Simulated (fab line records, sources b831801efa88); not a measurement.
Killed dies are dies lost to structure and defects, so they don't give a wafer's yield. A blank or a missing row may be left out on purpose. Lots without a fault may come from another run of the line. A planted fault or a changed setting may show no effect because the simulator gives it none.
Which tool did it? | flow sky130 | 24 lots, 72 wafers sampled, at 5 steps of a route of 708

WHAT THE GAUGES READ, wafer by wafer
SKY_VT_ADJUST_PCH_OVL_MEAS_07. Usual: VT_ADJUST_PCH_OVL -0.9 nm, standard deviation 1.3.
lot  | measured     | on         | VT_ADJUST_PCH_OVL (nm) | flag
L074 | day 10 12:33 | overlay-02 | 1.1 0.2 -2.0           |
L075 | day 10 19:32 | overlay-02 | 1.5 -1.1 0.2           |
L076 | day 10 20:49 | overlay-01 | -2.1 -1.8 -1.5         |
L077 | day 11 08:07 | overlay-01 | -1.0 -0.4 -0.7         |
L078 | day 11 16:03 | overlay-01 | -0.7 0.5 0.2           |
L079 | day 11 20:08 | overlay-02 | -0.6 -2.3 -0.1         |
L080 | day 12 04:29 | overlay-02 | -2.3 -1.8 -2.8         |
L081 | day 12 13:54 | overlay-01 | -0.4 -0.5 -0.9         |
L082 | day 12 21:38 | overlay-02 | -2.0 -2.2 -0.5         |
L083 | day 13 11:31 | overlay-02 | -0.9 -1.8 -2.0         |
L085 | day 14 01:34 | overlay-02 | -1.4 -3.7 -1.8         |
L084 | day 14 03:40 | overlay-02 | 2.0 0.3 -1.9           |
L086 | day 14 12:41 | overlay-02 | -4.1 -4.6 -2.2         |
L087 | day 14 19:26 | overlay-01 | -1.2 -0.3 -1.5         |
L088 | day 14 22:10 | overlay-02 | 1.4 1.4 0.0            |
L089 | day 15 12:50 | overlay-02 | -1.6 -2.6 -1.8         |
L090 | day 15 22:55 | overlay-01 | -2.6 -1.7 -1.2         |
L091 | day 16 03:28 | overlay-02 | 0.1 -1.0 -1.6          |
L092 | day 16 12:07 | overlay-02 | -0.9 -0.8 -1.4         |
L093 | day 16 15:22 | overlay-01 | 0.9 1.3 0.2            |
L094 | day 16 16:58 | overlay-02 | -0.9 -0.4 -1.6         |
L095 | day 17 02:18 | overlay-02 | -0.5 -1.3 -1.7         |
L096 | day 17 11:56 | overlay-02 | -1.4 1.1 -0.9          |
L097 | day 17 16:08 | overlay-01 | -0.5 -1.0 -0.1         |

SKY_LDD_HVP_OVL_MEAS_07. Usual: LDD_HVP_OVL -1.0 nm, standard deviation 1.5.
lot  | measured     | on         | LDD_HVP_OVL (nm) | flag
L074 | day 21 17:27 | overlay-01 | 1.6 1.4 0.5      |
L075 | day 22 06:18 | overlay-02 | -2.3 -2.0 -1.8   |
L076 | day 22 05:35 | overlay-01 | 0.0 -2.8 -1.0    |
L077 | day 22 15:06 | overlay-02 | -1.8 -2.4 -2.4   |
L078 | day 23 04:12 | overlay-01 | -1.1 -1.0 0.1    |
L079 | day 23 04:59 | overlay-01 | -0.5 -0.5 -1.5   |
L080 | day 23 18:44 | overlay-02 | 0.2 1.7 0.0      |
L081 | day 25 00:38 | overlay-01 | -2.5 -3.2 -2.1   |
L082 | day 25 01:20 | overlay-02 | -0.5 0.5 -1.9    |
L083 | day 25 12:51 | overlay-01 | -3.4 -5.5 -4.0   |
L085 | day 26 06:20 | overlay-01 | -0.6 0.3 0.3     |
L084 | day 26 05:45 | overlay-01 | 0.0 0.1 -0.7     |
L086 | day 26 15:48 | overlay-02 | -1.4 -1.4 -2.4   |
L087 | day 27 04:50 | overlay-02 | -1.6 -3.2 -2.6   |
L088 | day 27 03:02 | overlay-02 | -1.7 -0.8 -1.6   |
L089 | day 27 14:11 | overlay-01 | -1.8 0.6 -0.9    |
L090 | day 28 07:05 | overlay-02 | -3.2 -1.3 -2.4   |
L091 | day 28 05:17 | overlay-02 | -1.3 -0.6 1.7    |
L092 | day 28 19:00 | overlay-02 | -1.1 -2.1 -2.4   |
L093 | day 28 17:35 | overlay-01 | 2.7 1.7 1.2      |
L094 | day 28 19:17 | overlay-01 | -1.0 -0.4 0.1    |
L095 | day 29 04:38 | overlay-01 | -3.0 -5.0 -2.7   |
L096 | day 29 14:02 | overlay-02 | 1.2 -0.1 -0.2    |
L097 | day 29 15:05 | overlay-01 | -3.2 -2.2 -1.6   |

SKY_LOCAL_INTERCONNECT_THK_MEAS_02: measures by xrf. Usual: LOCAL_INTERCONNECT_TIN_THK 98.7 nm, standard deviation 1.
lot  | measured     | on            | LOCAL_INTERCONNECT_TIN_THK (nm) | flag
L074 | day 29 06:29 | film_metro-03 | 99.1 98.4 99.1                  |
L075 | day 29 19:45 | film_metro-03 | 98.7 98.2 97.9                  |
L076 | day 29 17:55 | film_metro-01 | 98.2 98.7 98.5                  |
L077 | day 30 05:40 | film_metro-01 | 97.4 97.1 97.6                  |
L078 | day 30 16:58 | film_metro-01 | 98.4 98.8 98.3                  |
L079 | day 30 18:07 | film_metro-03 | 97.6 97.9 98.2                  |
L080 | day 31 04:58 | film_metro-02 | 99.5 98.9 99.0                  |
L081 | day 32 07:53 | film_metro-02 | 98.5 99.0 98.0                  |
L082 | day 32 09:47 | film_metro-02 | 99.7 98.3 98.6                  |
L083 | day 32 19:13 | film_metro-02 | 98.4 98.6 97.4                  |
L085 | day 33 11:39 | film_metro-02 | 100.0 98.5 99.8                 |
L084 | day 33 09:25 | film_metro-01 | 99.4 98.6 97.0                  |
L086 | day 33 20:16 | film_metro-03 | 97.6 98.4 99.5                  |
L087 | day 34 08:50 | film_metro-02 | 99.4 98.0 98.3                  |
L088 | day 34 08:28 | film_metro-02 | 99.1 99.8 99.0                  |
L089 | day 34 16:32 | film_metro-03 | 98.6 98.9 98.0                  |
L090 | day 35 09:42 | film_metro-03 | 98.3 99.6 98.6                  |
L091 | day 35 08:45 | film_metro-02 | 98.0 97.5 97.6                  |
L092 | day 35 21:08 | film_metro-01 | 100.4 99.9 98.2                 |
L093 | day 35 16:23 | film_metro-01 | 99.1 98.0 99.5                  |
L094 | day 35 21:28 | film_metro-01 | 100.7 100.4 100.0               |
L095 | day 36 03:30 | film_metro-02 | 99.5 100.6 99.8                 |
L096 | day 36 13:47 | film_metro-03 | 99.1 99.2 98.2                  |
L097 | day 36 14:45 | film_metro-02 | 98.4 97.1 97.8                  |

WHICH TOOL RAN EACH LOT (tool, then ch and the chambers of the sampled wafers, then the start)
lot  | SKY_POLY_CUT_ETCH_10               | SKY_LI_CONTACT_CMP_24
L074 | rie_diel-03 ch 0,2,3, day 24 07:35 | cmp-01 ch 0,3, day 29 06:00
L075 | rie_diel-03 ch 0,3, day 24 22:08   | cmp-02 ch 0,2,3, day 29 19:21
L076 | rie_diel-01 ch 2, day 24 19:50     | cmp-01 ch 1,2,3, day 29 17:32
L077 | rie_diel-02 ch 0,1,3, day 25 05:26 | cmp-02 ch 0,2, day 30 05:14
L078 | rie_diel-03 ch 0,1,3, day 25 18:58 | cmp-02 ch 1,3, day 30 16:29
L079 | rie_diel-01 ch 0,1, day 25 19:19   | cmp-01 ch 0,2, day 30 17:41
L080 | rie_diel-01 ch 1,2, day 26 08:41   | cmp-02 ch 0,2, day 31 04:32
L081 | rie_diel-02 ch 1,2,3, day 27 13:04 | cmp-02 ch 0,1,3, day 32 07:27
L082 | rie_diel-03 ch 0,2,3, day 27 14:52 | cmp-01 ch 0,2, day 32 09:21
L083 | rie_diel-03 ch 2,3, day 28 01:02   | cmp-01 ch 2,3, day 32 18:41
L085 | rie_diel-03 ch 0,1,3, day 28 18:02 | cmp-02 ch 1,2,3, day 33 11:16
L084 | rie_diel-02 ch 2,3, day 28 16:37   | cmp-01 ch 0,3, day 33 08:55
L086 | rie_diel-03 ch 0,1, day 29 03:37   | cmp-02 ch 1,2,3, day 33 19:56
L087 | rie_diel-01 ch 0,1, day 29 16:55   | cmp-01 ch 0,1,3, day 34 08:23
L088 | rie_diel-03 ch 0,2,3, day 29 15:37 | cmp-01 ch 0,2,3, day 34 08:08
L089 | rie_diel-01 ch 0,2,3, day 30 00:50 | cmp-01 ch 0,1,2, day 34 16:10
L090 | rie_diel-01 ch 0,3, day 30 18:59   | cmp-02 ch 2,3, day 35 09:16
L091 | rie_diel-03 ch 0,1,3, day 30 18:10 | cmp-01 ch 0,2,3, day 35 08:16
L092 | rie_diel-03 ch 1,3, day 31 05:23   | cmp-01 ch 0,2,3, day 35 20:38
L093 | rie_diel-02 ch 0,2, day 31 02:50   | cmp-02 ch 0,1,2, day 35 15:54
L094 | rie_diel-01 ch 0,3, day 31 05:58   | cmp-02 ch 2,3, day 35 20:59
L095 | rie_diel-02 ch 0,2, day 31 14:46   | cmp-01 ch 0,3, day 36 03:00
L096 | rie_diel-02 ch 0,2,3, day 32 02:25 | cmp-02 ch 1,2,3, day 36 13:21
L097 | rie_diel-01 ch 2,3, day 32 02:46   | cmp-01 ch 0,1, day 36 14:19
- SKY_POLY_CUT_ETCH_10: etches BARC in N2/H2, stops on SiO2, time 45.9 s, target depth 60 nm.
- SKY_LI_CONTACT_CMP_24: polishes, stops on PSG, t overpolish 20 s, target thk 0 nm.

WHAT THE TOOLS THEMSELVES READ (means of the sampled wafers that have a number; where no wafer has one, the mark that the record gives instead)
SKY_POLY_CUT_ETCH_10. Usual: drypump_motor_current_A 5.4 A, standard deviation 0.46; oes_product_au 0.855 a.u., standard deviation 0.0049; throttle_valve_pct 13.224 %, standard deviation 0.0087.
lot  | tool        | drypump_motor_current_A (A) | oes_product_au (a.u.) | throttle_valve_pct (%) | flag
L074 | rie_diel-03 | 5.2                         | 0.861                 | 13.230                 |
L075 | rie_diel-03 | 5.5                         | 0.851                 | 13.217                 |
L076 | rie_diel-01 | 4.8                         | 0.857                 | 13.227                 |
L077 | rie_diel-02 | 5.5                         | 0.857                 | 13.227                 |
L078 | rie_diel-03 | 5.4                         | 0.850                 | 13.225                 |
L079 | rie_diel-01 | 5.7                         | 0.856                 | 13.217                 |
L080 | rie_diel-01 | 5.4                         | 0.855                 | 13.223                 |
L081 | rie_diel-02 | 5.6                         | 0.855                 | 13.222                 |
L082 | rie_diel-03 | 5.2                         | 0.862                 | 13.223                 |
L083 | rie_diel-03 | 4.9                         | 0.858                 | 13.223                 |
L085 | rie_diel-03 | 5.4                         | 0.858                 | 13.227                 |
L084 | rie_diel-02 | 6.1                         | 0.849                 | 13.218                 |
L086 | rie_diel-03 | 5.6                         | 0.850                 | 13.223                 |
L087 | rie_diel-01 | 5.7                         | 0.853                 | 13.230                 |
L088 | rie_diel-03 | 5.3                         | 0.848                 | 13.222                 |
L089 | rie_diel-01 | 5.4                         | 0.852                 | 13.216                 |
L090 | rie_diel-01 | 5.7                         | 0.852                 | 13.224                 |
L091 | rie_diel-03 | 5.3                         | 0.853                 | 13.226                 |
L092 | rie_diel-03 | 5.1                         | 0.858                 | 13.219                 |
L093 | rie_diel-02 | 6.3                         | 0.854                 | 13.214                 |
L094 | rie_diel-01 | 5.7                         | 0.851                 | 13.237                 |
L095 | rie_diel-02 | 6.1                         | 0.859                 | 13.216                 |
L096 | rie_diel-02 | 5.9                         | 0.857                 | 13.230                 |
L097 | rie_diel-01 | 5.0                         | 0.856                 | 13.215                 |

SKY_LI_CONTACT_CMP_24. Usual: motor_current_A 11.0 A, standard deviation 0.91; overpolish_run_s 20.000 s, standard deviation 0.0079; platen_rpm 59.99 rpm, standard deviation 0.04; slurry_flow_ml_min 150.0, standard deviation 0.48; time_to_endpoint_s 96 s, standard deviation 3.2.
lot  | tool   | motor_current_A (A) | overpolish_run_s (s) | platen_rpm (rpm) | slurry_flow_ml_min | time_to_endpoint_s (s) | flag
L074 | cmp-01 | 10.1                | 20.004               | 59.93            | 150.2              | 96                     |
L075 | cmp-02 | 11.4                | 20.002               | 59.98            | 149.6              | 96                     |
L076 | cmp-01 | 11.2                | 20.009               | 60.02            | 150.3              | 97                     |
L077 | cmp-02 | 12.0                | 19.998               | 59.98            | 150.0              | 94                     |
L078 | cmp-02 | 11.1                | 20.003               | 59.98            | 149.7              | 97                     |
L079 | cmp-01 | 11.6                | 19.999               | 59.98            | 150.9              | 96                     |
L080 | cmp-02 | 11.6                | 19.997               | 60.04            | 150.0              | 92                     |
L081 | cmp-02 | 11.0                | 20.004               | 59.98            | 149.9              | 96                     |
L082 | cmp-01 | 11.5                | 20.001               | 59.99            | 150.2              | 94                     |
L083 | cmp-01 | 11.5                | 20.002               | 60.04            | 150.4              | 97                     |
L085 | cmp-02 | 11.5                | 20.000               | 59.98            | 150.4              | 101                    |
L084 | cmp-01 | 10.2                | 20.002               | 59.99            | 149.5              | 95                     |
L086 | cmp-02 | 11.6                | 20.001               | 60.00            | 150.2              | 103                    |
L087 | cmp-01 | 10.1                | 19.998               | 59.99            | 150.1              | 96                     |
L088 | cmp-01 | 10.9                | 19.995               | 59.96            | 149.6              | 98                     |
L089 | cmp-01 | 11.3                | 19.991               | 59.99            | 149.8              | 94                     |
L090 | cmp-02 | 12.1                | 20.000               | 59.97            | 149.8              | 95                     |
L091 | cmp-01 | 10.8                | 20.005               | 59.97            | 149.6              | 97                     |
L092 | cmp-01 | 10.3                | 20.002               | 59.96            | 150.1              | 96                     |
L093 | cmp-02 | 11.9                | 19.996               | 59.98            | 149.4              | 98                     |
L094 | cmp-02 | 11.7                | 19.998               | 59.99            | 149.8              | 93                     |
L095 | cmp-01 | 9.9                 | 19.997               | 59.99            | 150.2              | 96                     |
L096 | cmp-02 | 11.4                | 19.996               | 60.03            | 150.3              | 95                     |
L097 | cmp-01 | 9.9                 | 20.003               | 60.03            | 149.9              | 90                     |

THE ANSWER, worked out from the rows above alone
Rule: a lot is off if the mean of its wafers that have a number lies more than 3 standard deviations from the usual mean. A lot without any number at a reading at which 4 lots or more have one is off too. The other lots that the step has rows for count as sound. The gauges are gone through in route order, then the tools' own readings, and for those a lot's mean is taken as printed above. The first step at which some lot is off is used, and at that step the reading that is off furthest; a lot without a number counts as furthest.
No lot is off at any reading shown: from this, nothing can be told.

WHAT THE SIMULATOR HAD PUT IN
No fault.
